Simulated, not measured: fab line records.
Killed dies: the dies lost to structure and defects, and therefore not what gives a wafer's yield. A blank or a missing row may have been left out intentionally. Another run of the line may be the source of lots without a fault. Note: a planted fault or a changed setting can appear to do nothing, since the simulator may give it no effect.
fab line records ; flow sky130
record lots=12; wafers=36; last-day=50
route steps=708 shown VT_ADJUST_HVTR@139 SONOS_ONO@182 GATE_OXIDE@200 PAD_OPEN@708
lots that met no fault: taken from a fault-free run of the same line
start-h: start of the lot's first displayed wafer, in hours after the record's first day ; wait-h: hours elapsed since this lot's preceding step ; " the same as in the row above ; L1.1+2: one row covering several wafers at once ; - either no value or no given start ; * or withheld: withheld ; < > ~ a bound
route shown NAME@n: a module of which the file shows steps, and the number in the route of the first ; usual: average and standard deviation across the fault-free wafers ; same: alike in all rows ; chamber/n: place in a boat ; sites: the reading at each site ; _std_site: their standard deviation ; _edge_site: inner sites' mean taken away from outer sites' mean ; radius-mm: for every site, how far away it sits from the centre of the wafer ; mask NAME#n: copy n ; behind: the tool/chamber that last shaped the wafer ; hold: why the lot went on hold/how many hours it stayed there/how the hold came to an end ; device: which transistor (n, p or np) failed to switch ; end of line: the route-end tests of the same wafers ; step lacking rows: just its recipe ; killed: dies that structure and defects cost at the first sort, which is not the same as the wafer's yield ; map: per-die view of a wafer (x killed, . not killed, _ where there is no die)
set.NAME: the setting that was run; set.NAME@STEP: the one run at that earlier step ; model.NAME: the simulator's own value behind a step, which no gauge read
the route's steps for a sample of lots (tables are steps, rows are wafers)
services: from which hour (start-h, from the record's first day; less than 0 if before it) a tool's chamber was out of use, for how many hours, and why
## steps
# step SKY_VT_ADJUST_HVTR_OVL_MEAS_08
# usual VT_ADJUST_HVTR_OVL=0.0/2
lot.wafer;tool;chamber;start-h;wait-h;VT_ADJUST_HVTR_OVL[nm]
L825.1;overlay-02;-;209.23;0.1;-5.1
L825.3;overlay-02;-;209.23;0.1;-2.9
L825.6;overlay-02;-;209.23;0.1;-4.0
L826.2;overlay-02;-;209.54;0.1;-1.4
L826.3;overlay-02;-;209.54;0.1;-1.0
L826.6;overlay-02;-;209.54;0.1;-0.1
L827.1;overlay-02;-;221.72;0.1;-1.0
L827.3;overlay-02;-;221.72;0.1;0.0
L827.4;overlay-02;-;221.72;0.1;-1.7
L828.1;overlay-02;-;226.87;0.1;-0.3
L828.4;overlay-02;-;226.87;0.1;0.9
L828.5;overlay-02;-;226.87;0.1;2.5
L833.2;overlay-01;-;263.73;0.1;1.9
L833.3;overlay-01;-;263.73;0.1;0.7
L833.5;overlay-01;-;263.73;0.1;3.9
L840.1;overlay-02;-;316.78;0.1;-3.4
L840.4;overlay-02;-;316.78;0.1;-3.1
L840.5;overlay-02;-;316.78;0.1;-3.0
L841.3;overlay-01;-;321.84;0.1;-0.1
L841.4;overlay-01;-;321.84;0.1;0.3
L841.6;overlay-01;-;321.84;0.1;-1.2
L842.1;overlay-01;-;326.68;0.1;-0.2
L842.2;overlay-01;-;326.68;0.1;-1.9
L842.4;overlay-01;-;326.68;0.1;-1.9
L843.3;overlay-02;-;332.33;0.1;-2.4
L843.5;overlay-02;-;332.33;0.1;-2.0
L843.6;overlay-02;-;332.33;0.1;-0.3
L845.1;overlay-01;-;349.23;0.1;1.4
L845.5;overlay-01;-;349.23;0.1;1.9
L845.6;overlay-01;-;349.23;0.1;1.3
L846.3;overlay-02;-;354.92;0.1;0.9
L846.5;overlay-02;-;354.92;0.1;2.1
L846.6;overlay-02;-;354.92;0.1;0.9
L848.1;overlay-01;-;376.69;0.1;-0.9
L848.3;overlay-01;-;376.69;0.1;-3.2
L848.5;overlay-01;-;376.69;0.1;-2.8
# step SKY_SONOS_ONO_OVL_MEAS_14
# usual SONOS_ONO_OVL=-0.3/1.3
lot.wafer;tool;chamber;start-h;wait-h;SONOS_ONO_OVL[nm]
L826.2;overlay-02;-;288.01;0.1;-1.9
L826.3;overlay-02;-;288.01;0.1;-1.1
L826.6;overlay-02;-;288.01;0.1;-1.2
L825.1;overlay-02;-;288.31;0.1;1.0
L825.3;overlay-02;-;288.31;0.1;0.1
L825.6;overlay-02;-;288.31;0.1;0.9
L827.1;overlay-02;-;297.99;0.1;-2.7
L827.3;overlay-02;-;297.99;0.1;-1.0
L827.4;overlay-02;-;297.99;0.1;-1.9
L828.1;overlay-02;-;301.94;0.1;1.2
L828.4;overlay-02;-;301.94;0.1;1.5
L828.5;overlay-02;-;301.94;0.1;1.0
L833.2;overlay-02;-;345.10;0.1;1.0
L833.3;overlay-02;-;345.10;0.1;1.2
L833.5;overlay-02;-;345.10;0.1;1.7
L840.1;overlay-02;-;406.08;0.1;0.2
L840.4;overlay-02;-;406.08;0.1;0.6
L840.5;overlay-02;-;406.08;0.1;-0.9
L841.3;overlay-02;-;412.59;0.1;1.6
L841.4;overlay-02;-;412.59;0.1;1.9
L841.6;overlay-02;-;412.59;0.1;1.4
L842.1;overlay-02;-;414.69;0.1;-2.1
L842.2;overlay-02;-;414.69;0.1;-1.5
L842.4;overlay-02;-;414.69;0.1;-0.3
L843.3;overlay-01;-;422.39;0.1;0.1
L843.5;overlay-01;-;422.39;0.1;-0.4
L843.6;overlay-01;-;422.39;0.1;-1.7
L845.1;overlay-02;-;444.18;0.1;0.9
L845.5;overlay-02;-;444.18;0.1;-0.2
L845.6;overlay-02;-;444.18;0.1;-0.6
L846.3;overlay-01;-;450.30;0.1;2.2
L846.5;overlay-01;-;450.30;0.1;1.6
L846.6;overlay-01;-;450.30;0.1;1.0
L848.1;overlay-02;-;471.98;0.1;-1.7
L848.3;overlay-02;-;471.98;0.1;-0.6
L848.5;overlay-02;-;471.98;0.1;-0.8
# step SKY_SONOS_ONO_STRIP_17
# recipe chemistry=O2/N2; power-w=1400; pressure-mtorr=1500; platen-temp-c=withheld; o2-flow-sccm=3000; n2-flow-sccm=300; overash-fraction=0.5
# usual drypump-motor-current-A=5.4/0.51; n2-flow-sccm=299.9/0.89; oes-product-au=0.710/0.0042; strip-time-to-endpoint-s=14.11/0.039
lot.wafer;tool;chamber;start-h;wait-h;drypump-motor-current-A;n2-flow-sccm;oes-product-au;rf-hours-counter-h;strip-time-to-endpoint-s
L826.2;plasma-asher-03;1;288.15;0.0;5.9;299.3;0.704;46;14.10
L826.3;plasma-asher-03;1;288.15;0.0;5.9;301.3;0.710;-;14.11
L826.6;plasma-asher-03;0;288.15;0.0;4.9;298.2;0.716;-;14.09
L825.1;plasma-asher-04;0;288.45;0.0;6.0;300.2;0.713;61;14.13
L825.3;plasma-asher-04;0;288.45;0.0;6.0;300.3;0.708;-;14.12
L825.6;plasma-asher-04;1;288.45;0.0;4.9;300.7;0.706;-;14.12
L827.1;plasma-asher-04;1;298.14;0.0;4.9;299.0;0.711;62;14.16
L827.3;plasma-asher-04;1;298.14;0.0;4.9;298.8;0.715;-;14.11
L827.4;plasma-asher-04;0;298.14;0.0;6.0;297.2;0.706;-;14.17
L828.1;plasma-asher-03;0;302.09;0.0;4.9;301.3;0.704;48;14.05
L828.4;plasma-asher-03;1;302.09;0.0;5.9;298.8;0.704;-;14.08
L828.5;plasma-asher-03;0;302.09;0.0;4.9;300.1;0.710;-;14.10
L833.2;plasma-asher-04;1;345.24;0.0;4.9;300.8;0.937;67;-
L833.3;plasma-asher-04;0;345.24;0.0;6.0;299.4;0.939;-;-
L833.5;plasma-asher-04;1;345.24;0.0;4.9;300.7;0.943;-;-
L840.1;plasma-asher-04;0;406.22;0.0;6.0;300.2;0.724;73;14.05
L840.4;plasma-asher-04;1;406.22;0.0;4.9;299.5;0.707;-;14.02
L840.5;plasma-asher-04;1;406.22;0.0;4.9;299.7;0.720;-;14.08
L841.3;plasma-asher-04;1;412.75;0.0;4.9;299.7;0.710;-;14.08
L841.4;plasma-asher-04;0;412.75;0.0;6.0;300.6;0.704;-;14.10
L841.6;plasma-asher-04;1;412.75;0.0;4.9;298.2;0.712;-;14.05
L842.1;plasma-asher-03;0;414.83;0.0;4.9;299.9;0.709;56;14.16
L842.2;plasma-asher-03;1;414.83;0.0;5.9;299.1;0.715;56;14.16
L842.4;plasma-asher-03;0;414.83;0.0;4.9;298.8;0.718;-;14.18
L843.3;plasma-asher-04;0;422.55;0.0;6.0;298.5;0.712;-;14.10
L843.5;plasma-asher-04;1;422.55;0.0;4.9;298.5;0.711;-;14.14
L843.6;plasma-asher-04;0;422.55;0.0;6.0;298.9;0.716;-;14.17
L845.1;plasma-asher-04;1;444.32;0.0;4.9;299.9;0.708;77;14.11
L845.5;plasma-asher-04;0;444.32;0.0;6.0;300.9;0.703;-;14.08
L845.6;plasma-asher-04;1;444.32;0.0;4.9;298.7;0.713;-;14.07
L846.3;plasma-asher-04;0;450.47;0.0;6.0;301.2;0.705;-;14.12
L846.5;plasma-asher-04;0;450.47;0.0;6.0;300.8;0.710;-;14.09
L846.6;plasma-asher-04;1;450.47;0.0;4.9;299.6;0.711;-;14.11
L848.1;plasma-asher-04;1;472.12;0.0;4.9;299.6;0.713;80;14.09
L848.3;plasma-asher-04;0;472.12;0.0;6.0;300.5;0.704;-;14.10
L848.5;plasma-asher-04;1;472.12;0.0;4.9;302.6;0.712;-;14.09
# step SKY_GATE_OXIDE_STRIP_13
# recipe chemistry=O2/N2; power-w=1400; pressure-mtorr=1500; platen-temp-c=withheld; o2-flow-sccm=3000; n2-flow-sccm=300; overash-fraction=0.5
# usual drypump-motor-current-A=5.7/0.55; n2-flow-sccm=300.0/0.83; oes-product-au=0.716/0.0039; strip-time-to-endpoint-s=14.18/0.037
lot.wafer;tool;chamber;start-h;wait-h;drypump-motor-current-A;n2-flow-sccm;oes-product-au;rf-hours-counter-h;strip-time-to-endpoint-s
L826.2;plasma-asher-02;1;314.79;0.0;5.3;300.5;0.709;20;14.24
L826.3;plasma-asher-02;1;314.79;0.0;5.4;300.5;0.721;-;14.25
L826.6;plasma-asher-02;1;314.79;0.0;5.3;300.0;0.714;-;14.20
L825.1;plasma-asher-04;0;316.37;0.0;6.0;299.1;0.719;64;14.20
L825.3;plasma-asher-04;1;316.37;0.0;4.9;301.5;0.712;-;14.17
L825.6;plasma-asher-04;1;316.37;0.0;4.9;300.1;0.713;-;14.18
L827.1;plasma-asher-04;0;325.90;0.0;6.0;300.7;0.715;65;14.16
L827.3;plasma-asher-04;0;325.90;0.0;6.0;301.3;0.719;-;14.16
L827.4;plasma-asher-04;1;325.90;0.0;4.9;299.0;0.719;-;14.17
L828.1;plasma-asher-02;1;332.00;0.0;5.3;299.4;0.714;22;14.18
L828.4;plasma-asher-02;1;332.00;0.0;5.3;299.6;0.720;-;14.16
L828.5;plasma-asher-02;0;332.00;0.0;5.6;300.9;0.722;-;14.15
L833.2;plasma-asher-04;1;376.95;0.0;4.9;299.9;0.714;71;14.16
L833.3;plasma-asher-04;0;376.95;0.0;6.0;299.6;0.712;-;14.18
L833.5;plasma-asher-04;1;376.95;0.0;4.9;299.6;0.722;-;14.18
L840.1;plasma-asher-04;1;439.65;0.0;4.9;299.7;0.717;76;14.16
L840.4;plasma-asher-04;1;439.65;0.0;4.9;300.8;0.720;-;14.20
L840.5;plasma-asher-04;0;439.65;0.0;6.0;298.9;0.713;-;14.19
L841.3;plasma-asher-04;0;445.96;0.0;6.0;300.6;0.717;-;14.21
L841.4;plasma-asher-04;1;445.96;0.0;4.9;301.6;0.712;-;14.15
L841.6;plasma-asher-04;1;445.96;0.0;4.9;300.0;0.721;-;14.17
L842.1;plasma-asher-04;1;448.74;0.0;4.9;300.6;0.724;78;14.17
L842.2;plasma-asher-04;0;448.74;0.0;6.0;299.8;0.712;78;14.15
L842.4;plasma-asher-04;0;448.74;0.0;6.0;299.5;0.718;-;14.17
L843.3;plasma-asher-02;1;455.72;0.0;5.3;299.8;0.719;-;14.15
L843.5;plasma-asher-02;0;455.72;0.0;5.6;300.4;0.710;-;14.17
L843.6;plasma-asher-02;1;455.72;0.0;5.3;301.4;0.723;-;14.16
L845.1;plasma-asher-01;1;476.94;0.0;6.1;300.3;0.718;5;14.22
L845.5;plasma-asher-01;1;476.94;0.0;6.1;300.6;0.717;-;14.22
L845.6;plasma-asher-01;0;476.94;0.0;6.5;299.8;0.717;-;14.22
L846.3;plasma-asher-04;0;484.13;0.0;6.0;298.7;0.719;-;14.20
L846.5;plasma-asher-04;0;484.13;0.0;6.0;299.5;0.714;-;14.18
L846.6;plasma-asher-04;1;484.13;0.0;4.9;300.2;0.716;-;14.22
L848.1;plasma-asher-01;0;504.39;0.0;6.5;299.0;0.714;7;14.21
L848.3;plasma-asher-01;0;504.39;0.0;6.5;298.9;0.718;-;14.14
L848.5;plasma-asher-01;0;504.39;0.0;6.5;300.5;0.718;-;14.16
# step SKY_PAD_OPEN_PROBE_99
# usual killed_at_M0_to_M3=44/6.8; killed_at_M4_up=3.1/1.9; killed-at-contacts=25/5.9; killed-at-front-end=15/4.3; killed-at-other=0.2/0.51; killed-dies=87/11; killed-on-rim=17/3.6; killed-open=47/7.9; killed-short=39/6.4
# same gross-dies=492; killed-at-back-side=0
lot.wafer;tool;chamber;start-h;wait-h;killed_at_M0_to_M3;killed_at_M4_up;killed-at-contacts;killed-at-front-end;killed-at-other;killed-dies;killed-on-rim;killed-open;killed-short
L833.2;prober-01;-;1125.20;0.1;39;0;15;436;2;492;96;41;32
L833.3;prober-01;-;1125.25;0.2;44;1;17;429;1;492;96;37;38
L833.5;prober-01;-;1125.35;0.2;47;2;20;423;0;492;96;37;47
L840.1;prober-02;-;1161.76;0.1;48;2;32;20;0;102;14;56;46
L840.4;prober-02;-;1161.91;0.2;40;0;11;11;0;62;10;38;24
L840.5;prober-02;-;1161.96;0.2;51;6;22;11;0;90;18;48;42
L842.1;prober-02;-;1166.08;0.1;55;4;21;23;0;103;22;61;42
L842.2;prober-02;-;1166.13;0.1;39;4;21;13;0;77;20;38;39
L842.4;prober-02;-;1166.23;0.2;40;4;23;15;0;82;16;55;27
L845.1;prober-02;-;1185.27;0.1;39;4;24;12;0;79;16;43;36
L845.5;prober-02;-;1185.47;0.2;47;1;28;11;0;87;20;54;33
L845.6;prober-02;-;1185.52;0.2;42;5;26;9;0;82;11;53;29
L846.3;prober-02;-;1187.87;0.2;46;3;34;21;0;104;17;62;42
L846.5;prober-02;-;1187.97;0.2;48;4;22;13;0;87;16;48;39
L846.6;prober-02;-;1188.02;0.2;48;3;25;18;0;94;19;46;48
L848.1;prober-02;-;1200.54;0.1;61;3;35;13;0;112;30;67;45
L848.3;prober-02;-;1200.64;0.2;52;1;23;18;0;94;20;56;38
L848.5;prober-02;-;1200.74;0.2;49;4;19;14;0;86;19;48;38
# killed by level:class
L833.2 GATE_OXIDE:area-oxidation=419 VIA2:geometric-particle:open=9 VIA1:geometric-particle:open=8 FIELD_ISO:geometric-particle:open=6 CONTACT:geometric-particle:short=6 POLY_GATE:geometric-particle:short=5 POLY_GATE:geometric-particle:open=4 VIA2:geometric-particle:short=4
L833.3 GATE_OXIDE:area-oxidation=417 CONTACT:geometric-particle:open=9 VIA1:geometric-particle:open=8 VIA3:geometric-particle:open=7 VIA1:geometric-particle:short=6 VIA2:geometric-particle:open=5 VIA3:geometric-particle:short=4 POLY_GATE:geometric-particle:short=4
L833.5 GATE_OXIDE:area-oxidation=408 METAL1:geometric-particle:short=7 VIA1:geometric-particle:open=7 VIA3:geometric-particle:open=7 VIA3:geometric-particle:short=6 METAL2:geometric-particle:short=6 LOCAL_INTERCONNECT:geometric-particle:short=5 CONTACT:geometric-particle:short=5
L840.1 CONTACT:geometric-particle:open=14 VIA1:geometric-particle:open=13 LI_CONTACT:geometric-particle:open=8 METAL1:geometric-particle:short=7 VIA3:geometric-particle:open=7 FIELD_ISO:geometric-particle:short=6 POLY_GATE:geometric-particle:short=5 METAL2:geometric-particle:short=5
L840.4 VIA1:geometric-particle:open=15 FIELD_ISO:geometric-particle:open=5 LI_CONTACT:geometric-particle:open=5 METAL1:geometric-particle:short=5 VIA1:geometric-particle:short=5 METAL2:geometric-particle:short=5 VIA3:geometric-particle:open=4 CONTACT:geometric-particle:open=3
L840.5 METAL2:geometric-particle:short=10 CONTACT:geometric-particle:open=9 VIA2:geometric-particle:open=8 VIA1:geometric-particle:open=8 VIA3:geometric-particle:open=8 CONTACT:geometric-particle:short=5 VIA2:geometric-particle:short=5 FIELD_ISO:geometric-particle:short=4
L842.1 VIA1:geometric-particle:open=16 VIA2:geometric-particle:open=13 POLY_GATE:geometric-particle:open=10 VIA1:geometric-particle:short=9 CONTACT:geometric-particle:open=6 FIELD_ISO:geometric-particle:short=5 LI_CONTACT:geometric-particle:open=5 POLY_GATE:geometric-particle:short=4
L842.2 VIA1:geometric-particle:open=12 CONTACT:geometric-particle:open=6 METAL2:geometric-particle:short=6 CONTACT:geometric-particle:short=5 VIA3:geometric-particle:open=5 VIA1:geometric-particle:short=5 POLY_GATE:geometric-particle:short=4 POLY_GATE:geometric-particle:open=4
L842.4 VIA1:geometric-particle:open=14 LI_CONTACT:geometric-particle:open=9 VIA3:geometric-particle:open=7 CONTACT:geometric-particle:open=7 VIA2:geometric-particle:open=5 FIELD_ISO:geometric-particle:open=4 METAL2:geometric-particle:short=4 LOCAL_INTERCONNECT:geometric-particle:short=3
L845.1 VIA1:geometric-particle:open=11 CONTACT:geometric-particle:open=10 VIA1:geometric-particle:short=8 METAL1:geometric-particle:short=7 LOCAL_INTERCONNECT:geometric-particle:short=5 VIA2:geometric-particle:open=4 FIELD_ISO:geometric-particle:open=3 POLY_GATE:geometric-particle:open=3
L845.5 CONTACT:geometric-particle:open=13 VIA2:geometric-particle:open=11 VIA1:geometric-particle:open=11 LI_CONTACT:geometric-particle:open=7 VIA3:geometric-particle:open=6 METAL1:geometric-particle:short=5 LI_CONTACT:geometric-particle:short=4 METAL2:geometric-particle:short=4
L845.6 VIA1:geometric-particle:open=14 CONTACT:geometric-particle:open=13 VIA3:geometric-particle:open=7 LI_CONTACT:geometric-particle:open=6 FIELD_ISO:geometric-particle:open=4 VIA1:geometric-particle:short=4 VIA2:geometric-particle:open=4 LI_CONTACT:geometric-particle:short=3
L846.3 CONTACT:geometric-particle:open=14 VIA1:geometric-particle:open=13 LI_CONTACT:geometric-particle:open=8 FIELD_ISO:geometric-particle:short=7 CONTACT:geometric-particle:short=6 VIA1:geometric-particle:short=6 VIA3:geometric-particle:open=6 METAL1:geometric-particle:short=5
L846.5 VIA1:geometric-particle:open=14 LI_CONTACT:geometric-particle:open=9 VIA2:geometric-particle:open=8 VIA1:geometric-particle:short=6 CONTACT:geometric-particle:open=6 FIELD_ISO:geometric-particle:short=4 METAL3:geometric-particle:short=4 CONTACT:geometric-particle:short=4
L846.6 LI_CONTACT:geometric-particle:open=10 METAL2:geometric-particle:short=9 POLY_GATE:geometric-particle:short=7 VIA1:geometric-particle:open=6 CONTACT:geometric-particle:open=6 METAL2:geometric-particle:open=6 FIELD_ISO:geometric-particle:open=5 VIA2:geometric-particle:open=5
L848.1 CONTACT:geometric-particle:open=13 VIA2:geometric-particle:open=12 METAL1:geometric-particle:short=10 VIA1:geometric-particle:open=10 VIA3:geometric-particle:open=10 CONTACT:geometric-particle:short=9 VIA1:geometric-particle:short=7 POLY_GATE:geometric-particle:open=6
L848.3 VIA1:geometric-particle:open=16 VIA2:geometric-particle:open=10 LI_CONTACT:geometric-particle:open=9 VIA1:geometric-particle:short=8 METAL2:geometric-particle:short=7 FIELD_ISO:geometric-particle:open=6 CONTACT:geometric-particle:open=6 POLY_GATE:geometric-particle:short=4
L848.5 VIA2:geometric-particle:open=12 CONTACT:geometric-particle:open=9 VIA1:geometric-particle:short=7 VIA3:geometric-particle:open=6 FIELD_ISO:geometric-particle:short=5 METAL1:geometric-particle:short=5 VIA1:geometric-particle:open=5 FIELD_ISO:geometric-particle:open=4
## services
tool;chamber;start-h;hours;kind
plasma-asher-04;-;314.73;1.1;repair
plasma-asher-01;-;330.50;3.5;repair
plasma-asher-03;-;337.37;36.5;pm
plasma-asher-03;-;376.81;0.8;repair
plasma-asher-04;-;384.56;5.2;pm
plasma-asher-03;-;404.21;0.4;repair
plasma-asher-01;-;421.25;9.0;pm
plasma-asher-01;0;421.25;9.0;vent-cycle
plasma-asher-01;1;421.25;9.0;vent-cycle
plasma-asher-02;-;425.99;15.6;repair
plasma-asher-01;0;430.25;-;clean
plasma-asher-01;1;430.25;-;clean
plasma-asher-04;-;433.49;3.8;repair
plasma-asher-01;-;462.33;2.8;pm
## key
first-sign step=SKY_SONOS_ONO_STRIP_17; reading=oes-product-au; direction=up; sigmas=54; usual=0.710; struck=0.940
effect step=SKY_PAD_OPEN_PROBE_99; reading=killed-at-front-end; direction=up; sigmas=96; usual=15; struck=429
more-kills-born-at SKY_GATE_OXIDE_OXIDATION_01@furnace-01=1244
met-at SKY_SONOS_ONO_STRIP_17
struck-lots L833
later-rows-left-out L833.2,L833.3,L833.5
tester-left-out L833
not-acting-at SKY_VT_ADJUST_HVTR_OVL_MEAS_08,SKY_SONOS_ONO_OVL_MEAS_14,SKY_GATE_OXIDE_STRIP_13
onset-between 298.14 345.24
fault kind=strip-aborted; tool=plasma-asher-04; chamber=-; onset-h=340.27; steps=SKY_SONOS_ONO_STRIP_17; offset=0.51279; end-h=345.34
# tester-left-out: of these lots the tester's yield and bins aren't shown, on N5 and GAA mostly nor the transistor test; their killed dies are dies lost to structure and defects alone, not to doping, threshold or leakage, so they don't give the yield
# later-rows-left-out: the simulator's readings of these wafers behind a module that went badly wrong aren't trusted and aren't shown, but for the sort
